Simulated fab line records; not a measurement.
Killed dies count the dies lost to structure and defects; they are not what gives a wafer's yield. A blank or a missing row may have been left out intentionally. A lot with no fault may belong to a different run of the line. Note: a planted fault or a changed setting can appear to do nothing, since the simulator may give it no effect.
Struck lot and sound lot, side by side -- flow sfq line -- 14 out of 325 route steps
Sound: these wafers, L328.1, L328.2, L328.4. Wafers struck: L334.1, L334.5, L334.6. At the end, the cause is stated.
Order at every step that has rows: each side's tool, ch and its chambers, its first start. Under that, the readings that differ: sound wafers -- struck wafers -- difference of the means -- sigmas: that difference in standard deviations of wafers without a fault.
alike: readings whose means differ by less than 2 such deviations, and words and numbers that are the same on both sides. not compared: withheld readings, readings that some wafer has no value for, bounds like >300 that may hide the same value, and numbers for which the record gives no deviation and whose values overlap.
The two part at a step that has a row with sigmas, a row that says differs or no value, or rows on one side only. Numbers that don't overlap but have no deviation are shown without sigmas and don't part them. A reading missing from all wafers of one side parts the sides only when that side holds two or more wafers.

first, 2 steps without rows for these wafers: SFQ_TRILAYER_I2_VIA_STRIP_SOLV_CLEAN_072 (cleans in NMP, time 600 s); SFQ_TRILAYER_M3_DEP_PRE_CLEAN_074 (time 22.5 s).
SFQ_TRILAYER_M3_DEP_SPUTTER_073: material Nb, target thk 200 nm, time 133.3 s.
  struck on pvd sputter-05, day 24 11:35; sound on pvd sputter-03, day 21 20:14
  alike: base pressure pa, throttle valve pct
SFQ_M3_RS_MEAS_919: uses a four-point probe to measure.
  struck on film metro-03, day 24 11:41; sound on film metro-03, day 21 20:19
  alike: M3_NB_RS
then, 6 steps without rows for these wafers: SFQ_TRILAYER_M3_LITHO_COAT_080 (resist thk 62 nm); SFQ_TRILAYER_M3_LITHO_COAT_075 (resist thk 600 nm); SFQ_TRILAYER_M3_LITHO_SOFTBAKE_079; SFQ_TRILAYER_M3_LITHO_EXPOSE_076 (exposes mask M3, target cd 500 nm); SFQ_TRILAYER_M3_LITHO_PEB_078 (peb time 60 s); SFQ_TRILAYER_M3_LITHO_DEVELOP_077 (time 60 s).
-- the record jumps here: 6 days lie between the struck wafers' starts before and after --
SFQ_M3_OVL_MEAS_921:
  struck on overlay-02, day 30 07:26; sound on overlay-01, day 26 05:07
  alike: M3_OVL
SFQ_TRILAYER_M3_BARC_OPEN_METAL_ETCH_100: etches BARC in O2, target depth 125 nm, time 41.7 s.
  sound on rie metal-01 ch 0,1, day 26 05:09; struck on rie metal-01 ch 0,1, day 30 07:28
reading,sound,struck,difference,sigmas
oes product au (a.u.),0.687 0.676 0.693,0.757 0.771 0.759,+0.077,+17
run length s (s),69.4 69.6 69.7,64.3 64.4 64.8,-5.1,-6
model.KrF_of_TRILAYER_M3_LITHO_COAT_075.thk nm (nm),523.4 523.2 523.1,528.7 530.1 530.9,+6.7,
  alike: drypump motor current A
  not compared: rf hours counter h
SFQ_TRILAYER_M3_ETCH_METAL_ETCH_078: etches Nb in Cl2/Ar, stops on SiO2, target depth 240 nm, time 120 s.
  sound on rie metal-01 ch 0,1, day 26 05:13; struck on rie metal-01 ch 0,1, day 30 07:32
reading,sound,struck,difference,sigmas
model.KrF_of_TRILAYER_M3_LITHO_COAT_075.thk nm (nm),381.8 381.9 382.6,386.2 386.3 390.6,+5.6,
  alike: drypump motor current A, oes product au, run length s
  not compared: rf hours counter h
SFQ_TRILAYER_M3_STRIP_STRIP_079: strips in O2.
  sound on rie metal-01 ch 0,1, day 26 05:20; struck on rie metal-01 ch 0,1, day 30 07:39
  alike: drypump motor current A, oes product au
  not compared: rf hours counter h

WHERE THEY PART
Only at SFQ_TRILAYER_M3_BARC_OPEN_METAL_ETCH_100, as far as this record shows. Later steps at which nothing parts them and some readings are alike: SFQ_TRILAYER_M3_ETCH_METAL_ETCH_078, SFQ_TRILAYER_M3_STRIP_STRIP_079.

WHY: what the simulator had put in
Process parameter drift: rie metal-01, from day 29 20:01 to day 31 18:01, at SFQ_TRILAYER_M3_BARC_OPEN_METAL_ETCH_100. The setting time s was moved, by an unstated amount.
